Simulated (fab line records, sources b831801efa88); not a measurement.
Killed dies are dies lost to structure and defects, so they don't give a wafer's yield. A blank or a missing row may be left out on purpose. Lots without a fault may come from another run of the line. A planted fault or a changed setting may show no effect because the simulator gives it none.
Which tool did it? | flow sky130 | 12 lots, 36 wafers sampled, at 4 steps of a route of 708

WHAT THE GAUGES READ, wafer by wafer
SKY_VIA1_THK_MEAS_23: measures by xrf.
lot  | measured     | on            | VIA1_W_THK (nm)
L074 | day 33 22:34 | film_metro-02 | 272 270 264
L077 | day 34 15:16 | film_metro-03 | 276 273 265
L079 | day 35 11:55 | film_metro-02 | 272 267 274
L081 | day 36 02:53 | film_metro-03 | 263 269 260
L083 | day 36 17:23 | film_metro-03 | 267 273 265
L085 | day 37 12:38 | film_metro-02 | 269 270 268
L087 | day 38 00:02 | film_metro-02 | 265 263 264
L089 | day 38 08:29 | film_metro-02 | 266 261 264
L091 | day 39 01:58 | film_metro-03 | 263 268 270
L093 | day 39 08:53 | film_metro-01 | 271 267 271
L095 | day 40 18:35 | film_metro-01 | 260 261 265
L096 | day 41 10:41 | film_metro-02 | 259 263 273

WHICH TOOL RAN EACH LOT (tool, then ch and the chambers of the sampled wafers, then the start)
lot  | SKY_CONTACT_ETCH_16                | SKY_METAL1_SPUTTER_04        | SKY_METAL1_STRIP_20
L074 | rie_diel-01 ch 1,2, day 31 12:28   | pvd_sputter-02, day 31 14:02 | plasma_asher-03 ch 1, day 32 17:39
L077 | rie_diel-01 ch 0,1,2, day 32 05:39 | pvd_sputter-03, day 32 07:07 | plasma_asher-03 ch 0,1, day 33 10:31
L079 | rie_diel-01 ch 0,1,3, day 33 03:39 | pvd_sputter-03, day 33 05:10 | plasma_asher-01 ch 0,1, day 34 07:59
L081 | rie_diel-04 ch 0,1,3, day 33 18:13 | pvd_sputter-03, day 33 19:41 | plasma_asher-02 ch 0,1, day 34 22:21
L083 | rie_diel-04 ch 0,1,2, day 34 09:00 | pvd_sputter-02, day 34 10:29 | plasma_asher-02 ch 0,1, day 35 13:19
L085 | rie_diel-04 ch 0,1,3, day 35 04:37 | pvd_sputter-02, day 35 06:05 | plasma_asher-02 ch 0,1, day 36 08:48
L087 | rie_diel-04 ch 0,3, day 35 16:25   | pvd_sputter-04, day 35 17:53 | plasma_asher-02 ch 0, day 36 20:05
L089 | rie_diel-04 ch 0,1,2, day 36 00:30 | pvd_sputter-03, day 36 02:02 | plasma_asher-01 ch 0,1, day 37 04:17
L091 | rie_diel-04 ch 0,1,3, day 36 18:21 | pvd_sputter-03, day 36 19:49 | plasma_asher-01 ch 0,1, day 37 22:16
L093 | rie_diel-01 ch 1,2, day 37 01:58   | pvd_sputter-03, day 37 03:25 | plasma_asher-01 ch 0,1, day 38 05:32
L095 | rie_diel-01 ch 0,1,2, day 38 12:27 | pvd_sputter-03, day 38 13:59 | plasma_asher-02 ch 0,1, day 39 15:39
L096 | rie_diel-02 ch 2,3, day 39 05:52   | pvd_sputter-03, day 39 07:19 | plasma_asher-03 ch 0,1, day 40 08:16
- SKY_CONTACT_ETCH_16: etches BARC in N2/H2, stops on SiO2, time 45.9 s, target depth 60 nm.
- SKY_METAL1_SPUTTER_04: material TiN, target thk 70 nm, time 58.3 s.
- SKY_METAL1_STRIP_20: strips in O2/N2.

THE ANSWER, worked out from the rows above alone
Rule: what is usual is taken from the lots themselves. Put in order of their means at a reading, lots are off if they are a third of the lots or fewer, leave a main group of 4 or more, and stand apart from it by a gap of 3 or more times the standard deviation of the main group's means; of several such gaps the widest counts. A main group whose means are all the same, to the digits that the tables above print for the reading, isn't used. A lot without any number at a reading at which 4 lots or more have one is off too. The other lots that the step has rows for count as sound.
No lot is off at any reading shown: from this, nothing can be told.

WHAT THE SIMULATOR HAD PUT IN
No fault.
